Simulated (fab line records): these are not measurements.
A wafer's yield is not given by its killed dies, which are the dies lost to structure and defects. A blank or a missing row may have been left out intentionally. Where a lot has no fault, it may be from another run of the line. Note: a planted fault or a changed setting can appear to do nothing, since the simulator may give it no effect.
Comparing a struck lot with a sound one / flow sky130 / 15 out of 708 route steps
Sound: the wafers L726.1, L726.5, L726.6. Struck: wafers L738.3, L738.4, L738.6. The cause is named last.
For every step that has rows: the tool of each side, followed by ch and its chambers, followed by its first start. Under that, the readings that differ: sound wafers / struck wafers / difference of the means / sigmas: that difference in standard deviations of wafers without a fault.
alike: words and numbers the same on both sides, and readings whose means are apart by under 2 such deviations; not compared: readings that were withheld, readings missing a value for some wafer, numbers with overlapping values and no deviation given by the record, and bounds like >300 which may hide the same value.
A row with sigmas, a row that says differs or no value, or rows on one side alone: a step with any of these is where the two part. Numbers that have no deviation but don't overlap get no sigmas and don't part them. Lack of a reading on every wafer of one side parts them only where that side has two or more wafers.

first, 8 steps without rows for these wafers: SKY_FIELD_ISO_DEHYDRATE_05 (time 60 s); SKY_FIELD_ISO_HMDS_06 (prime time 60 s); SKY_FIELD_ISO_COAT_07 (resist thk 60 nm); SKY_FIELD_ISO_COAT_08 (resist thk 450 nm); SKY_FIELD_ISO_SOFTBAKE_09 (time 90 s); SKY_FIELD_ISO_EXPOSE_10 (exposes mask FOM, target cd 150 nm); SKY_FIELD_ISO_PEB_11; SKY_FIELD_ISO_DEVELOP_12 (develop time 60 s).
SKY_FIELD_ISO_CD_MEAS_13: target cd 150 nm.
  sound on cd-sem-01 at day 2 04:34; struck on cd-sem-01 at day 4 21:33
  alike: cd-nm
SKY_FIELD_ISO_ETCH_14: etches BARC in N2/H2, stops on SiO2, time 45.9 s, target depth 60 nm.
  sound on rie-diel-01 ch 1,2, day 2 04:41; struck on rie-diel-03 ch 1,2, day 4 21:38
  alike: drypump-motor-current-A, oes-product-au, rf-fwd-power-W, throttle-valve-pct
  not compared: rf-hours-counter-h
SKY_FIELD_ISO_ETCH_15: etches the open film in CHF3/O2, stops on Si, target depth 180 nm, time 72 s.
  sound on rie-diel-01 ch 1,2, day 2 04:44; struck on rie-diel-03 ch 1,2, day 4 21:41
  alike: drypump-motor-current-A, oes-product-au, rf-fwd-power-W, throttle-valve-pct
  not compared: rf-hours-counter-h
SKY_FIELD_ISO_STRIP_16: strips in O2/N2.
  sound on plasma-asher-03 ch 0,1, day 2 04:47; struck on plasma-asher-04 ch 0,1, day 4 21:46
  alike: drypump-motor-current-A, o2-flow-sccm, oes-product-au, strip-time-to-endpoint-s
  not compared: rf-hours-counter-h
SKY_FIELD_ISO_ETCH_17: etches Si in HBr/Cl2/O2, target depth 342 nm, time 97.7 s.
  sound on rie-si-02 ch 0,1,2, day 2 04:53; struck on rie-si-01 ch 0,2,3, day 4 21:50
reading=oes-product-au (a.u.); sound=1.006 0.995 1.001; struck=0.955 0.937 0.954; difference=-0.052; sigmas=-6
reading=rf-fwd-power-W (W); sound=598.9 595.5 595.8; struck=497.7 504.3 502.4; difference=-95.3; sigmas=-41
reading=throttle-valve-pct (%); sound=25.653 25.650 25.649; struck=25.684 25.693 25.699; difference=+0.041; sigmas=+4
reading=model.FIELD_ISO.feature-depth-nm (nm); sound=345.5 342.6 340.9; struck=315.2 311.4 315.3; difference=-29.0; sigmas=
reading=model.etch.depth-nm (nm); sound=345.5 342.6 340.9; struck=315.2 311.4 315.3; difference=-29.0; sigmas=
  alike: drypump-motor-current-A, mfc-cl2-sccm
  not compared: rf-hours-counter-h
then, 1 step without rows for these wafers: SKY_FIELD_ISO_WET_ETCH_18 (etches Si3N4 in H3PO4, target depth 25 nm, time 286 s).
-- the record jumps here: 44 days lie between the struck wafers' starts before and after (it left off in module FIELD_ISO and takes up again in module PAD_OPEN, whose first step shown is number 708 of the route) --
SKY_PAD_OPEN_PROBE_99:
  sound on prober-01 at day 46 09:22; struck on prober-02 at day 48 19:19
reading=model.etest.res_p_drift_20v.line-ohm-um; sound=1.123e+04 1.112e+04 1.096e+04; struck=9985 1.005e+04 9903; difference=-1124; sigmas=
reading=model.etest.res_p_drift_20v.rs-ohm-sq; sound=9374 9405 9235; struck=8267 8218 8293; difference=-1079; sigmas=
reading=model.etest.pfet_16v.r-on-ohm-um; sound=1.525e+04 1.507e+04 1.501e+04; struck=1.38e+04 1.376e+04 1.398e+04; difference=-1.26e+03; sigmas=
reading=model.etest.res-iso-pwell.rs-ohm-sq; sound=3090 3077 2972; struck=2500 2480 2505; difference=-551; sigmas=
reading=model.etest.res-iso-pwell.line-ohm-um; sound=1157 1164 1133; struck=951.6 941.9 924.6; difference=-212.0; sigmas=
reading=model.etest.res-nwell.line-ohm-um; sound=1105 1082 1080; struck=1006 987.1 1010; difference=-88; sigmas=
reading=model.etest.res-nwell.rs-ohm-sq; sound=915.3 911.1 901.8; struck=824.2 821.9 828.8; difference=-84.4; sigmas=
reading=model.etest.pfet_16v.drive-ua-um; sound=245.9 245.5 248.7; struck=265.1 265.1 262.1; difference=+17.4; sigmas=
  alike: killed_at_M0_to_M3, killed_at_M4_up, killed-at-contacts, killed-at-front-end, killed-at-other, killed-dies, killed-open, killed-short

## WHERE THEY PART
Only at SKY_FIELD_ISO_ETCH_17, within this record. Later steps at which nothing parts them and some readings are alike: SKY_PAD_OPEN_PROBE_99.

WHY: whatever the simulator had introduced
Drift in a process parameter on rie-si-01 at SKY_FIELD_ISO_ETCH_17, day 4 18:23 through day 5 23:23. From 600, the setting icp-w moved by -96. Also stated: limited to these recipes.
